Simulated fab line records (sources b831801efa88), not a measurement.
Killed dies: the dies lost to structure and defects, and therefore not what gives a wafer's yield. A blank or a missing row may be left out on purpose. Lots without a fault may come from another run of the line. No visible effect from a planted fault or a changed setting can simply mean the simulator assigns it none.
Which tool was responsible? | flow sky130 | 39 wafers from 13 lots sampled at 3 of the route's 708 steps

== WHAT EACH GAUGE READ, for each wafer ==
SKY_VT_ADJUST_HVTP_TW_MEAS_11.
lot  | measured     | on           | VT_ADJUST_HVTP_TW
L860 | day 5 23:57  | filmMetro-03 | 1371 1372 1391
L861 | day 6 08:06  | filmMetro-04 | 1371 1374 1373
L863 | day 6 20:42  | filmMetro-04 | 1385 1372 1369
L864 | day 7 00:18  | filmMetro-04 | 1362 1356 1358
L867 | day 7 18:50  | filmMetro-01 | 1330 1337 1323
L869 | day 8 08:44  | filmMetro-03 | 1368 1375 1375
L871 | day 8 22:04  | filmMetro-01 | 1333 1340 1337
L872 | day 9 03:23  | filmMetro-04 | 1362 1364 1363
L873 | day 9 08:34  | filmMetro-01 | 1341 1338 1342
L876 | day 10 05:04 | filmMetro-01 | 1342 1337 1333
L877 | day 10 11:48 | filmMetro-01 | 1334 1335 1336
L879 | day 11 05:31 | filmMetro-01 | 30 30 29
L883 | day 12 21:12 | filmMetro-04 | 1366 1366 1367

== TOOL THAT RAN EACH LOT (tool first, then ch and the chambers of the sampled wafers, then the start) ==
lot  | SKY_NWELL_STRIP_25                  | SKY_VT_ADJUST_HVTP_STRIP_10
L860 | plasmaAsher-02 ch 0, day 5 04:23    | plasmaAsher-02 ch 0,1, day 5 23:51
L861 | plasmaAsher-01 ch 0,1, day 5 12:47  | plasmaAsher-02 ch 0,1, day 6 08:00
L863 | plasmaAsher-01 ch 0,1, day 6 01:12  | plasmaAsher-04 ch 0, day 6 20:36
L864 | plasmaAsher-01 ch 0,1, day 6 04:57  | plasmaAsher-01 ch 0,1, day 7 00:12
L867 | plasmaAsher-02 ch 0,1, day 6 22:29  | plasmaAsher-04 ch 1, day 7 18:43
L869 | plasmaAsher-03 ch 0,1, day 7 12:38  | plasmaAsher-01 ch 0,1, day 8 08:40
L871 | plasmaAsher-01 ch 0,1, day 8 01:11  | plasmaAsher-02 ch 0,1, day 8 21:58
L872 | plasmaAsher-03 ch 0,1, day 8 06:38  | plasmaAsher-04 ch 0,1, day 9 03:16
L873 | plasmaAsher-01 ch 0,1, day 8 12:29  | plasmaAsher-01 ch 0,1, day 9 08:28
L876 | plasmaAsher-02 ch 0,1, day 9 05:54  | plasmaAsher-04 ch 0,1, day 10 04:57
L877 | plasmaAsher-03 ch 0,1, day 9 12:32  | plasmaAsher-01 ch 0,1, day 10 11:42
L879 | plasmaAsher-01 ch 0,1, day 10 05:08 | plasmaAsher-04 ch 0,1, day 11 05:25
L883 | plasmaAsher-03 ch 0,1, day 11 19:59 | plasmaAsher-01 ch 0,1, day 12 21:06
- SKY_NWELL_STRIP_25: strips in O2/N2.
- SKY_VT_ADJUST_HVTP_STRIP_10: strips in O2/N2.

== AS READ BY THE TOOLS THEMSELVES (means over the sampled wafers that have a number; for cases with no such wafer, the mark the record gives instead) ==
SKY_NWELL_STRIP_25.
lot  | tool           | drypumpMotorCurrentA (A) | o2FlowSccm (sccm) | oesProductAu (a.u.) | stripTimeToEndpointS (s)
L860 | plasmaAsher-02 | 5.9                      | 3009              | 0.718               | 36.92
L861 | plasmaAsher-01 | 5.8                      | 2998              | 0.722               | 36.84
L863 | plasmaAsher-01 | 5.8                      | 3002              | 0.723               | 36.88
L864 | plasmaAsher-01 | 5.4                      | 3008              | 0.723               | 37.04
L867 | plasmaAsher-02 | 5.6                      | 3009              | 0.723               | 36.91
L869 | plasmaAsher-03 | 5.9                      | 2993              | 0.720               | 36.83
L871 | plasmaAsher-01 | 5.8                      | 2995              | 0.721               | 36.88
L872 | plasmaAsher-03 | 5.9                      | 2991              | 0.725               | 36.91
L873 | plasmaAsher-01 | 5.4                      | 2993              | 0.722               | 36.98
L876 | plasmaAsher-02 | 5.8                      | 2993              | 0.722               | 37.04
L877 | plasmaAsher-03 | 5.9                      | 2999              | 0.718               | 37.11
L879 | plasmaAsher-01 | 5.3                      | 2986              | 0.923               | -
L883 | plasmaAsher-03 | 6.0                      | 2991              | 0.727               | 36.96

SKY_VT_ADJUST_HVTP_STRIP_10.
lot  | tool           | drypumpMotorCurrentA (A) | o2FlowSccm (sccm) | oesProductAu (a.u.) | stripTimeToEndpointS (s)
L860 | plasmaAsher-02 | 5.6                      | 3008              | 0.719               | 14.18
L861 | plasmaAsher-02 | 5.8                      | 3003              | 0.712               | 14.18
L863 | plasmaAsher-04 | 6.6                      | 3012              | 0.720               | 14.15
L864 | plasmaAsher-01 | 5.4                      | 2993              | 0.710               | 14.22
L867 | plasmaAsher-04 | 5.8                      | 2998              | 0.716               | 14.18
L869 | plasmaAsher-01 | 5.8                      | 2996              | 0.714               | 14.18
L871 | plasmaAsher-02 | 5.8                      | 3004              | 0.721               | 14.11
L872 | plasmaAsher-04 | 6.1                      | 3001              | 0.718               | 14.16
L873 | plasmaAsher-01 | 5.4                      | 2997              | 0.715               | 14.18
L876 | plasmaAsher-04 | 6.1                      | 2995              | 0.714               | 14.15
L877 | plasmaAsher-01 | 5.4                      | 3003              | 0.713               | 14.19
L879 | plasmaAsher-04 | 6.3                      | 3008              | 0.728               | 39.96
L883 | plasmaAsher-01 | 5.8                      | 3005              | 0.719               | 14.16

== THE ANSWER, worked out from the rows above alone ==
Rule: usual is defined by the lots themselves. The widest of any qualifying gaps counts: lots, ordered by their means at a reading, are off when they make up no more than a third of the lots, leave a main group of 4 or more, and stand apart from it by 3 or more times the standard deviation of that group's means. A main group whose means are all the same, to the digits that the tables above print for the reading, isn't used. A lot without any number at a reading at which 4 lots or more have one is off too. Any other lot the step has rows for is counted as sound. Order of review: gauges by route order, followed by the tools' own readings, for which a lot's mean as printed above is used. The first step at which some lot is off is used, and at that step the reading that is off furthest; a lot without a number counts as furthest.
Off: L879, at SKY_VT_ADJUST_HVTP_TW_MEAS_11 (VT_ADJUST_HVTP_TW). The main group has a mean of 1356 with a standard deviation of 17.
A tool fits if, at a process step before that reading, it ran every lot that is off, and no sound lot after the first of them. Not tried: the gauges at SKY_VT_ADJUST_HVTP_TW_MEAS_11; whatever is off there is also off at SKY_NWELL_STRIP_25, on other tools, and gauge error can't account for it. Can't be told from this: 2 tools fit, plasmaAsher-01 at SKY_NWELL_STRIP_25, plasmaAsher-04 at SKY_VT_ADJUST_HVTP_STRIP_10.

== WHAT HAD BEEN PUT IN BY THE SIMULATOR ==
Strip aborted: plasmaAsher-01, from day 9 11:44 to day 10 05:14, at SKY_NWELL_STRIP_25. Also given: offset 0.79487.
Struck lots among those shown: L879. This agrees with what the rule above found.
